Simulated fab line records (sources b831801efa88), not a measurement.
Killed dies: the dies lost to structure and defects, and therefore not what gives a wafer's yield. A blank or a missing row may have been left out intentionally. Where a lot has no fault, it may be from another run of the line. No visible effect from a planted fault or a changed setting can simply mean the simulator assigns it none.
Which tool was responsible? -- flow gf180mcu -- Sampling: 15 lots, 45 wafers, 4 of 602 route steps

WHAT EACH GAUGE READ, for each wafer
GF_STI_BOW_MEAS_00.
lot,measured,on,INCOMING_BOW (um)
L186,day 1 10:04,film-metro-02,-5 7 -1
L187,day 1 15:01,film-metro-02,10 6 -1
L189,day 2 01:00,film-metro-04,-8 -11 -5
L190,day 2 06:00,film-metro-04,0 2 -3
L191,day 2 11:00,film-metro-04,-2 0 0
L192,day 2 16:00,film-metro-02,8 6 -5
L193,day 2 21:01,film-metro-04,6 15 13
L196,day 3 12:00,film-metro-04,-1 4 7
L202,day 4 18:01,film-metro-02,8 9 -13
L203,day 4 23:03,film-metro-02,7 0 13
L204,day 5 04:00,film-metro-01,7 1 -3
L206,day 5 14:01,film-metro-01,6 12 -1
L207,day 5 19:01,film-metro-02,3 -4 1
L208,day 6 00:02,film-metro-04,-1 -6 5
L209,day 6 05:00,film-metro-02,-1 -2 0

GF_POLY_GATE_THK_MEAS_17.
lot,measured,on,POLY_GATE_OXIDATION_THK (nm)
L186,day 9 03:19,film-metro-03,3.96 3.86 3.94
L187,day 9 14:08,film-metro-03,4.03 4.06 3.91
L189,day 10 02:49,film-metro-03,4.21 4.06 4.14
L190,day 10 09:40,film-metro-03,4.00 4.04 3.85
L191,day 10 17:53,film-metro-03,4.04 4.04 4.07
L192,day 11 02:41,film-metro-03,3.93 3.88 3.98
L193,day 11 09:35,film-metro-01,4.09 3.98 3.96
L196,day 12 11:19,film-metro-04,3.93 3.80 3.93
L206,day 15 03:50,film-metro-04,3.87 3.88 3.84
L207,day 15 14:19,film-metro-04,3.95 4.00 4.10
L208,day 16 00:02,film-metro-03,3.93 4.07 4.02
L209,day 16 03:53,film-metro-03,4.03 3.98 3.99

GF_HV_LDD_THK_MEAS_57.
lot,measured,on,HV_LDD_CVD_56_THK (nm)
L186,day 12 08:38,film-metro-03,90.5 91.1 89.8
L187,day 12 21:26,film-metro-03,89.8 90.8 89.7
L189,day 13 11:20,film-metro-03,90.2 90.3 89.9
L190,day 13 18:34,film-metro-03,90.1 90.4 90.2
L191,day 14 04:01,film-metro-03,90.8 90.2 92.0
L192,day 14 12:58,film-metro-03,91.4 91.4 90.1
L193,day 14 22:07,film-metro-01,90.1 89.6 89.9
L196,day 16 03:35,film-metro-02,90.8 90.1 91.0
L206,day 19 03:29,film-metro-03,90.5 90.8 90.9
L207,day 19 15:19,film-metro-02,88.8 89.4 89.7
L208,day 20 01:29,film-metro-03,91.0 90.6 90.8
L209,day 20 09:08,film-metro-03,90.0 90.7 90.2

WHICH TOOL RAN EACH LOT (tool, then ch and the chambers of the sampled wafers, then the start)
lot,GF_DUAL_GATE_OXIDATION_02
L186,"furnace-02 ch 0, day 7 12:31"
L187,"furnace-02 ch 0, day 7 22:27"
L189,"furnace-02 ch 0, day 8 10:14"
L190,"furnace-01 ch 0, day 8 15:29"
L191,"furnace-02 ch 0, day 8 23:53"
L192,"furnace-01 ch 0, day 9 07:50"
L193,"furnace-02 ch 0, day 9 14:31"
L196,"furnace-02 ch 0, day 10 14:39"
L202,"furnace-02, day 12 02:31"
L203,"furnace-01, day 12 08:15"
L204,"furnace-02, day 12 15:07"
L206,"furnace-02 ch 0, day 13 04:20"
L207,"furnace-01 ch 0, day 13 14:10"
L208,"furnace-02 ch 0, day 13 22:46"
L209,"furnace-02 ch 0, day 14 01:19"
- GF_DUAL_GATE_OXIDATION_02: stabilise 600 s, purge 300 s, target thk 10.887 nm.

WHAT THE TOOLS THEMSELVES READ (means of the sampled wafers that have a number; where no wafer has one, the mark that the record gives instead)
GF_DUAL_GATE_OXIDATION_02.
lot,tool,ox-temp-c (C),ox-temp-c-max
L186,furnace-02,899.9,906.2
L187,furnace-02,900.4,907.0
L189,furnace-02,900.2,908.7
L190,furnace-01,899.8,904.1
L191,furnace-02,900.1,906.5
L192,furnace-01,900.0,904.0
L193,furnace-02,899.9,907.5
L196,furnace-02,899.6,907.5
L202,furnace-02,-,-
L203,furnace-01,-,-
L204,furnace-02,-,-
L206,furnace-02,900.4,907.7
L207,furnace-01,899.9,903.7
L208,furnace-02,900.2,906.7
L209,furnace-02,900.1,907.6

THE ANSWER, worked out from the rows above alone
Rule: the lots themselves supply what counts as usual. The widest of any qualifying gaps counts: lots, ordered by their means at a reading, are off when they make up no more than a third of the lots, leave a main group of 4 or more, and stand apart from it by 3 or more times the standard deviation of that group's means. A main group is skipped when, at the precision printed for the reading in the tables above, its means are all equal. A lot without any number at a reading at which 4 lots or more have one is off too. Any other lot the step has rows for is counted as sound. First the gauges in route order, then the tools' own readings, where a lot's mean is used as printed above. The first step at which some lot is off is used, and at that step the reading that is off furthest; a lot without a number counts as furthest.
Off: L202, L203, L204 (GF_DUAL_GATE_OXIDATION_02, ox-temp-c). Without a number there: L202, L203, L204. Mean 900.0 C and standard deviation 0.23 in the main group.
If a tool, at that step or one of the process steps before it, ran each lot that is off and ran no sound lot following the first of them, it fits. No candidate that was tried fits.

WHAT THE SIMULATOR HAD PUT IN
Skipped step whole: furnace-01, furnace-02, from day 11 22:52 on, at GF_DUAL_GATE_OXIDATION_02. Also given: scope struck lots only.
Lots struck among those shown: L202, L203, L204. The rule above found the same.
